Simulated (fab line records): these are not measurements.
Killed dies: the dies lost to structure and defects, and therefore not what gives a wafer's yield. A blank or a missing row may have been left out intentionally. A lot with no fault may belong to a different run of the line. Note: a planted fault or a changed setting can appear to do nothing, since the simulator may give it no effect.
The tool behind it: which one? | flow gf180mcu | 7 lots with 21 wafers sampled at 3 steps, on a route of 602 steps

WHAT EACH GAUGE READ, for each wafer
GF_V3_OVL_MEAS_15.
lot  | measured     | on         | V3_OVL (nm)
L197 | day 23 02:39 | overlay-02 | -1 -3 2
L201 | day 24 14:14 | overlay-02 | - - -
L203 | day 25 09:02 | overlay-01 | - - -
L209 | day 27 07:32 | overlay-02 | -3 -1 -2
L211 | day 27 21:44 | overlay-02 | 4 0 0
L214 | day 28 17:07 | overlay-01 | 7 1 -1
L216 | day 29 05:53 | overlay-02 | 1 2 -5

TOOL THAT RAN EACH LOT (tool first, then ch and the chambers of the sampled wafers, then the start)
lot  | GF_M3_STRIP_17                       | GF_V3_EXPOSE_11
L197 | plasma-asher-01 ch 0,1, day 22 01:43 | krf-scanner-02 ch 0, day 22 14:51
L201 | plasma-asher-01 ch 0,1, day 23 14:56 | krf-scanner-02, day 24 03:05
L203 | plasma-asher-01 ch 0,1, day 24 09:56 | krf-scanner-02, day 24 22:02
L209 | plasma-asher-01 ch 0,1, day 26 10:03 | krf-scanner-02 ch 0, day 26 21:39
L211 | plasma-asher-01 ch 0, day 27 00:54   | krf-scanner-02 ch 0, day 27 12:00
L214 | plasma-asher-02 ch 0,1, day 27 20:52 | krf-scanner-01 ch 0, day 28 08:05
L216 | plasma-asher-02 ch 0,1, day 28 10:58 | krf-scanner-01 ch 0, day 28 21:07
- GF_M3_STRIP_17: strips in O2/N2.
- GF_V3_EXPOSE_11: exposes mask Via3, target cd 260 nm.

THE ANSWER, worked out from the rows above alone
Rule: the usual values come from the lots themselves. Put in order of their means at a reading, lots are off if they are a third of the lots or fewer, leave a main group of 4 or more, and stand apart from it by a gap of 3 or more times the standard deviation of the main group's means; of several such gaps the widest counts. A main group is skipped when, at the precision printed for the reading in the tables above, its means are all equal. Also off: a lot with no number at a reading for which 4 or more lots have one. All remaining lots with rows at the step are treated as sound.
Off: at GF_V3_OVL_MEAS_15 (V3_OVL), L201, L203. Without a number there: L201, L203. For the main group the mean is 0 nm and the standard deviation 1.6.
A tool fits if, at a process step before that reading, it ran every lot that is off, and no sound lot after the first of them. Gauges at GF_V3_OVL_MEAS_15: tried the same way as those tools. Of those tried, none fits.

WHAT THE SIMULATOR HAD PUT IN
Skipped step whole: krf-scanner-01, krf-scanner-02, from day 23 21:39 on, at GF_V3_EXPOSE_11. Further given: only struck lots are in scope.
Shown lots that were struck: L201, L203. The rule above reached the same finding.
